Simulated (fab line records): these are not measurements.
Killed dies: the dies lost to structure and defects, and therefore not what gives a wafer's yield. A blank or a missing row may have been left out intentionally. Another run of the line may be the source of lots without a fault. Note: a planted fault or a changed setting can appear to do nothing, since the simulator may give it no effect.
Struck lot and sound lot, side by side ; flow sky130 ; 21 steps out of a route of 708
Sound: the wafers L156.2, L156.3, L156.5. Wafers L173.1, L173.2, L173.5 were the ones struck. The cause comes at the end.
Each step with rows lists, per side, the tool, then ch with its chambers, then its first start. Under that, the readings that differ: sound wafers ; struck wafers ; difference of the means ; sigmas: that difference in standard deviations of wafers without a fault.
alike: a reading whose means differ by less than 2 such deviations, as well as words and numbers matching on both sides. not compared: withheld readings; readings where some wafer has no value; bounds like >300 that might hide an equal value; numbers whose values overlap and for which the record gives no deviation.
The two part at a step that has a row with sigmas, a row that says differs or no value, or rows on one side only. Numbers that have no deviation but don't overlap get no sigmas and don't part them. A reading that every wafer of one side lacks parts them only if that side has two wafers or more.

first, 4 steps without rows for these wafers: SKY_METAL3_STRIP_20 (strips in post etch residue remover, time 1200 s); SKY_METAL3_CLEAN_21 (cleans in IPA, time 180 s); SKY_METAL3_CLEAN_22 (cleans in O3/DIW); SKY_VIA3_HDPCVD_00 (deposits SiO2, target thk 1635 nm, time 272.5 s).
SKY_VIA3_THK_MEAS_01:
  sound on film_metro-01, day 39 03:41; struck on film_metro-01, day 43 13:32
  alike: VIA3_HDPCVD_THK
SKY_VIA3_CMP_02: polishes SiO2.
  sound on cmp-02 ch 0,1,3, day 39 03:44; struck on cmp-01 ch 1,2,3, day 43 13:35
  alike: edge_zone_pressure_frac, motor_current_A
SKY_VIA3_BOW_MEAS_03:
  sound on film_metro-01, day 39 04:04; struck on film_metro-02, day 43 13:53
reading;sound;struck;difference;sigmas
VIA3_BOW (um);83 84 94;54 74 71;-21;-2
then, 5 steps without rows for these wafers: SKY_VIA3_DEHYDRATE_04 (time 60 s); SKY_VIA3_HMDS_05 (prime time 60 s); SKY_VIA3_COAT_06 (resist thk 60 nm); SKY_VIA3_COAT_07 (resist thk 450 nm); SKY_VIA3_SOFTBAKE_08 (time 90 s).
SKY_VIA3_EXPOSE_09: exposes mask VIM3, target cd 200 nm.
  sound on krf_scanner-01 ch 0, day 39 17:04; struck on krf_scanner-01 ch 0, day 44 01:34
reading;sound;struck;difference;sigmas
exposure_dose_mJ_cm2;37.88 37.93 37.92;39.21 39.21 39.18;+1.29;+24
  alike: mask
then, 2 steps without rows for these wafers: SKY_VIA3_PEB_10; SKY_VIA3_DEVELOP_11 (develop time 60 s).
SKY_VIA3_CD_MEAS_12 targets a cd of 200 nm.
  sound on cd_sem-02, day 40 04:37; struck on cd_sem-01, day 44 11:55
reading;sound;struck;difference;sigmas
cd_nm (nm);201.5 201.3 200.3;144.1 197.9 185.6;-25.2;-21
SKY_VIA3_OVL_MEAS_13:
  sound on overlay-01, day 40 04:43; struck on overlay-02, day 44 12:02
  alike: VIA3_OVL
SKY_VIA3_ETCH_14: etches BARC in N2/H2, stops on SiO2, time 45.9 s, target depth 60 nm.
  sound on rie_diel-02 ch 0,2, day 40 04:45; struck on rie_diel-04 ch 0,1, day 44 12:04
reading;sound;struck;difference;sigmas
model.VIA3.cd_nm (nm);201.9 200.8 199.9;145.4 199.4 186.6;-23.7;
  alike: drypump_motor_current_A, oes_product_au, throttle_valve_pct
  not compared: rf_hours_counter_h
SKY_VIA3_ETCH_15: etches SiO2 in C4F8/O2/Ar, stops on TiN, target depth 507 nm, time 78 s.
  sound on rie_diel-02 ch 0,2, day 40 04:47; struck on rie_diel-04 ch 0,1, day 44 12:07
  alike: oes_product_au
  not compared: rf_hours_counter_h, model.VIA3.cd_nm
SKY_VIA3_STRIP_16: strips in O2/N2.
  sound on plasma_asher-03 ch 0,1, day 40 04:51; struck on plasma_asher-03 ch 0,1, day 44 12:10
reading;sound;struck;difference;sigmas
strip_time_to_endpoint_s (s);4.119 4.070 4.101;4.143 4.171 4.168;+0.064;+2
  alike: drypump_motor_current_A, oes_product_au
  not compared: rf_hours_counter_h
-- the record jumps here: 5 days lie between the struck wafers' starts before and after (it left off in module VIA3 and takes up again in module PAD_OPEN, whose first step shown is number 708 of the route) --
SKY_PAD_OPEN_PROBE_99:
  sound on prober-01, day 46 04:22; struck on prober-01, day 49 18:53
reading;sound;struck;difference;sigmas
killed_at_M0_to_M3;57 43 50;459 45 41;+132;+18
killed_dies;100 80 84;492 90 84;+134;+12
killed_on_rim;18 16 18;96 13 15;+24;+6
  alike: killed_at_M4_up, killed_at_contacts, killed_at_front_end, killed_at_other, killed_open, killed_short

== WHERE THEY PART ==
Last at SKY_PAD_OPEN_PROBE_99 as far as this record goes, first at SKY_VIA3_BOW_MEAS_03.

WHY: the cause the simulator had injected
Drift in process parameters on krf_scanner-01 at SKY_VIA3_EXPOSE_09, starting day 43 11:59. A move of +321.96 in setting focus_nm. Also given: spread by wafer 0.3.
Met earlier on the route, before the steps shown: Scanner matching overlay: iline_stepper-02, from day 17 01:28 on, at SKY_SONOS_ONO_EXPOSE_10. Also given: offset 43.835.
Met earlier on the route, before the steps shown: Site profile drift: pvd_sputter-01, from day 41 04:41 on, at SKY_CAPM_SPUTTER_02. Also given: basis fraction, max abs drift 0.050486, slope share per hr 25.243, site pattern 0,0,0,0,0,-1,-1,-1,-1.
